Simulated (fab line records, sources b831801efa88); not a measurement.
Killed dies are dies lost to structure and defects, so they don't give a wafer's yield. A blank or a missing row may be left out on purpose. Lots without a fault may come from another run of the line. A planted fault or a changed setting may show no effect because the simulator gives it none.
Which tool did it? | flow gf180mcu | 13 lots, 39 wafers sampled, at 5 steps of a route of 602

WHAT THE GAUGES READ, wafer by wafer
GF_V3_THK_MEAS_03. Usual: V3_CVD_02_THK 850 nm, standard deviation 11.
lot  | measured     | on            | V3_CVD_02_THK (nm) | flag
L787 | day 21 07:55 | film_metro-01 | 852 852 855        |
L789 | day 22 07:44 | film_metro-01 | 836 828 842        |
L790 | day 22 11:40 | film_metro-02 | 847 851 866        |
L791 | day 22 23:43 | film_metro-04 | 849 847 875        |
L793 | day 23 14:46 | film_metro-04 | 846 839 841        |
L794 | day 24 14:03 | film_metro-04 | 835 861 874        |
L795 | day 24 15:23 | film_metro-01 | 850 870 876        |
L796 | day 24 20:41 | film_metro-04 | 848 851 859        |
L800 | day 26 05:52 | film_metro-02 | 824 840 844        |
L801 | day 26 12:50 | film_metro-01 | 848 844 857        |
L804 | day 27 05:34 | film_metro-02 | 825 854 859        |
L809 | day 28 15:23 | film_metro-01 | 841 850 845        |
L810 | day 28 23:07 | film_metro-02 | 823 835 853        |

GF_V3_BOW_MEAS_05. Usual: V3_BOW 115 um, standard deviation 9.9.
lot  | measured     | on            | V3_BOW (um) | flag
L787 | day 21 08:17 | film_metro-02 | 119 121 131 |
L789 | day 22 08:05 | film_metro-04 | 107 100 98  |
L790 | day 22 12:02 | film_metro-02 | 119 105 109 |
L791 | day 23 00:05 | film_metro-01 | 118 107 104 |
L793 | day 23 15:07 | film_metro-01 | 120 117 109 |
L794 | day 24 14:25 | film_metro-02 | 107 100 98  |
L795 | day 24 15:44 | film_metro-01 | 110 121 112 |
L796 | day 24 21:02 | film_metro-02 | 133 118 107 |
L800 | day 26 06:15 | film_metro-02 | 126 119 116 |
L801 | day 26 13:11 | film_metro-04 | 112 125 115 |
L804 | day 27 05:56 | film_metro-04 | 117 121 123 |
L809 | day 28 15:46 | film_metro-04 | 122 139 122 |
L810 | day 28 23:29 | film_metro-04 | 121 119 132 |

GF_MIM_THK_MEAS_06. Usual: MIM_CVD_05_THK 42.1 nm, standard deviation 0.59.
lot  | measured     | on            | MIM_CVD_05_THK (nm) | flag
L787 | day 24 09:49 | film_metro-04 | 41.6 41.8 42.3      |
L789 | day 25 07:57 | film_metro-03 | 42.1 41.5 42.2      |
L790 | day 25 12:02 | film_metro-01 | 42.3 43.6 42.9      |
L791 | day 25 23:38 | film_metro-04 | 42.0 42.2 42.3      |
L793 | day 26 12:57 | film_metro-04 | 41.6 41.6 41.7      |
L794 | day 27 09:46 | film_metro-01 | 41.6 41.4 42.5      |
L795 | day 27 11:36 | film_metro-04 | 41.5 42.7 42.0      |
L796 | day 27 16:37 | film_metro-03 | 40.7 41.3 41.7      |
L800 | day 28 22:54 | film_metro-04 | 42.1 42.9 42.8      |
L801 | day 29 05:47 | film_metro-01 | 25.7 25.4 26.1      | OFF
L804 | day 29 20:47 | film_metro-03 | 26.3 26.6 27.3      | OFF
L809 | day 31 04:02 | film_metro-01 | 41.8 41.6 42.5      |
L810 | day 31 10:16 | film_metro-03 | 42.0 41.2 42.8      |

WHICH TOOL RAN EACH LOT (tool, then ch and the chambers of the sampled wafers, then the start)
lot  | GF_V3_SPUTTER_21             | GF_MIM_CVD_05
L787 | pvd_sputter-01, day 22 08:44 | pecvd-02 ch 0,1,2, day 24 09:46
L789 | pvd_sputter-01, day 23 07:58 | pecvd-04 ch 0,2, day 25 07:55
L790 | pvd_sputter-02, day 23 11:43 | pecvd-04 ch 0,2, day 25 12:00
L791 | pvd_sputter-03, day 23 23:39 | pecvd-02 ch 0,1, day 25 23:37
L793 | pvd_sputter-03, day 24 13:34 | pecvd-01 ch 0,1,2, day 26 12:55
L794 | pvd_sputter-03, day 25 12:38 | pecvd-01 ch 1,2, day 27 09:44
L795 | pvd_sputter-03, day 25 14:20 | pecvd-04 ch 0,1, day 27 11:34
L796 | pvd_sputter-02, day 25 19:56 | pecvd-02 ch 0,1,2, day 27 16:35
L800 | pvd_sputter-03, day 27 03:20 | pecvd-02 ch 0,1, day 28 22:51
L801 | pvd_sputter-01, day 27 10:14 | pecvd-02 ch 0,1, day 29 05:44
L804 | pvd_sputter-03, day 28 02:24 | pecvd-02 ch 1,2, day 29 20:45
L809 | pvd_sputter-02, day 29 11:34 | pecvd-04 ch 0,1, day 31 03:59
L810 | pvd_sputter-03, day 29 18:51 | pecvd-04 ch 0,1,2, day 31 10:14
- GF_V3_SPUTTER_21: material Ti, target thk 15 nm, time 80.02 s.
- GF_MIM_CVD_05: deposits Si3N4, target thk 42 nm, time 29.086 s.

WHAT THE TOOLS THEMSELVES READ (means of the sampled wafers that have a number; where no wafer has one, the mark that the record gives instead)
GF_V3_SPUTTER_21. Usual: throttle_valve_pct 29.7 %, standard deviation 1.
lot  | tool           | throttle_valve_pct (%) | flag
L787 | pvd_sputter-01 | 30.2                   |
L789 | pvd_sputter-01 | 30.2                   |
L790 | pvd_sputter-02 | 29.5                   |
L791 | pvd_sputter-03 | 29.9                   |
L793 | pvd_sputter-03 | 29.7                   |
L794 | pvd_sputter-03 | 30.4                   |
L795 | pvd_sputter-03 | 29.4                   |
L796 | pvd_sputter-02 | 29.0                   |
L800 | pvd_sputter-03 | 30.5                   |
L801 | pvd_sputter-01 | 30.1                   |
L804 | pvd_sputter-03 | 30.4                   |
L809 | pvd_sputter-02 | 29.1                   |
L810 | pvd_sputter-03 | 29.7                   |

GF_MIM_CVD_05. Usual: heater_power_w 682 W, standard deviation 110; temp_max_c 400.03 C, standard deviation 0.23.
lot  | tool     | heater_power_w (W) | temp_max_c (C) | flag
L787 | pecvd-02 | 655                | 399.91         |
L789 | pecvd-04 | 713                | 400.16         |
L790 | pecvd-04 | 737                | 400.11         |
L791 | pecvd-02 | 658                | 400.07         |
L793 | pecvd-01 | 678                | 400.13         |
L794 | pecvd-01 | 567                | 399.82         |
L795 | pecvd-04 | 574                | 399.81         |
L796 | pecvd-02 | 669                | 399.95         |
L800 | pecvd-02 | 717                | 400.01         |
L801 | pecvd-02 | 622                | 400.16         |
L804 | pecvd-02 | 683                | 399.80         |
L809 | pecvd-04 | 629                | 400.06         |
L810 | pecvd-04 | 672                | 399.96         |

THE ANSWER, worked out from the rows above alone
Rule: a lot is off if the mean of its wafers that have a number lies more than 3 standard deviations from the usual mean. A lot without any number at a reading at which 4 lots or more have one is off too. The other lots that the step has rows for count as sound. The gauges are gone through in route order, then the tools' own readings, and for those a lot's mean is taken as printed above. The first step at which some lot is off is used, and at that step the reading that is off furthest; a lot without a number counts as furthest.
Off: L801, L804, at GF_MIM_THK_MEAS_06 (MIM_CVD_05_THK).
A tool fits if, at a process step before that reading, it ran every lot that is off, and no sound lot after the first of them. The gauges at GF_MIM_THK_MEAS_06 are tried like those tools. One fits: pecvd-02 at GF_MIM_CVD_05. Its last sound lot is L800 (day 28 22:51), its first lot that is off L801 (day 29 05:44): a fault that began between those two fits.

WHAT THE SIMULATOR HAD PUT IN
Process parameter drift: pecvd-02, from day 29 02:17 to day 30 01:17, at GF_MIM_CVD_05. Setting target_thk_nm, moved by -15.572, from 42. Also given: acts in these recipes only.
Lots struck among those shown: L801, L804. The rule above found the same.
